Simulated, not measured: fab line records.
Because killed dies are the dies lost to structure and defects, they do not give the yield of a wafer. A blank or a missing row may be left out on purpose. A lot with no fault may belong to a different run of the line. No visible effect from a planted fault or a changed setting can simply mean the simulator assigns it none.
Which tool did it? ; flow gf180mcu ; 13 lots, 39 wafers sampled, at 3 steps of a route of 602

## WHAT EACH GAUGE READ, for each wafer
GF_V3_OVL_MEAS_15. Usual: V3_OVL gives -1 nm (standard deviation 6.4).
lot;measured;on;V3_OVL (nm);flag
L229;day 22 07:59;overlay-01;-7 -2 -1;
L232;day 23 10:41;overlay-02;1 5 -2;
L236;day 25 11:56;overlay-01;3 7 -11;
L241;day 26 17:05;overlay-02;4 9 3;
L240;day 26 18:02;overlay-02;-1 -3 -3;
L242;day 27 02:38;overlay-02;4 1 -7;
L243;day 27 09:32;overlay-02;-10 -17 -4;
L245;day 27 18:53;overlay-02;5 -9 -6;
L244;day 27 20:26;overlay-02;-7 5 -5;
L246;day 28 01:41;overlay-01;-7 -6 -1;
L248;day 28 14:08;overlay-01;0 3 2;
L250;day 29 04:47;overlay-01;-10 -4 -5;
L252;day 29 18:09;overlay-02;-11 -9 -2;

## TOOL THAT RAN EACH LOT (tool first, then ch and the chambers of the sampled wafers, then the start)
lot;GF_M3_SPUTTER_02;GF_M3_SPUTTER_03
L229;pvdSputter-04, day 20 06:41;pvdSputter-04, day 20 06:43
L232;pvdSputter-04, day 21 11:05;pvdSputter-04, day 21 11:07
L236;pvdSputter-03, day 23 14:57;pvdSputter-03, day 23 14:59
L241;pvdSputter-03, day 24 21:40;pvdSputter-03, day 24 21:41
L240;pvdSputter-04, day 24 22:09;pvdSputter-04, day 24 22:11
L242;pvdSputter-03, day 25 07:12;pvdSputter-03, day 25 07:14
L243;pvdSputter-04, day 25 14:43;pvdSputter-04, day 25 14:45
L245;pvdSputter-02, day 26 00:30;pvdSputter-02, day 26 00:32
L244;pvdSputter-04, day 26 02:41;pvdSputter-04, day 26 02:43
L246;pvdSputter-02, day 26 07:53;pvdSputter-02, day 26 07:55
L248;pvdSputter-04, day 26 21:08;pvdSputter-04, day 26 21:10
L250;pvdSputter-04, day 27 12:10;pvdSputter-04, day 27 12:11
L252;pvdSputter-04, day 28 02:57;pvdSputter-04, day 28 02:59
- GF_M3_SPUTTER_02: material AlCu, target thk 450 nm, time 23.9 s.
- GF_M3_SPUTTER_03: material Ti, target thk 10 nm, time 6.7 s.

## WHAT THE TOOLS THEMSELVES READ (means of the sampled wafers that have a number; where no wafer has one, the mark that the record gives instead)
GF_M3_SPUTTER_02. Usual: 29.6 % for throttleValvePct, sd 0.69.
lot;tool;throttleValvePct (%);flag
L229;pvdSputter-04;29.4;
L232;pvdSputter-04;29.7;
L236;pvdSputter-03;29.6;
L241;pvdSputter-03;29.9;
L240;pvdSputter-04;29.7;
L242;pvdSputter-03;29.0;
L243;pvdSputter-04;29.5;
L245;pvdSputter-02;29.6;
L244;pvdSputter-04;29.7;
L246;pvdSputter-02;29.5;
L248;pvdSputter-04;29.5;
L250;pvdSputter-04;29.5;
L252;pvdSputter-04;29.7;

GF_M3_SPUTTER_03. Usual: 29.6 % for throttleValvePct, sd 0.71.
lot;tool;throttleValvePct (%);flag
L229;pvdSputter-04;29.4;
L232;pvdSputter-04;29.6;
L236;pvdSputter-03;29.6;
L241;pvdSputter-03;29.7;
L240;pvdSputter-04;29.7;
L242;pvdSputter-03;29.1;
L243;pvdSputter-04;29.6;
L245;pvdSputter-02;29.4;
L244;pvdSputter-04;29.6;
L246;pvdSputter-02;29.5;
L248;pvdSputter-04;29.6;
L250;pvdSputter-04;29.5;
L252;pvdSputter-04;29.8;

## THE ANSWER, worked out from the rows above alone
Rule: a lot counts as off when the mean over its wafers that have a number is more than 3 standard deviations away from the usual mean. A lot without any number at a reading at which 4 lots or more have one is off too. The other lots that the step has rows for count as sound. Order of review: gauges by route order, followed by the tools' own readings, for which a lot's mean as printed above is used. At the first step where some lot is off, the reading lying furthest off is the one used; lots without a number count as furthest.
Across all readings shown, no lot is off: no conclusion can be drawn from this.

## WHAT THE SIMULATOR PUT IN
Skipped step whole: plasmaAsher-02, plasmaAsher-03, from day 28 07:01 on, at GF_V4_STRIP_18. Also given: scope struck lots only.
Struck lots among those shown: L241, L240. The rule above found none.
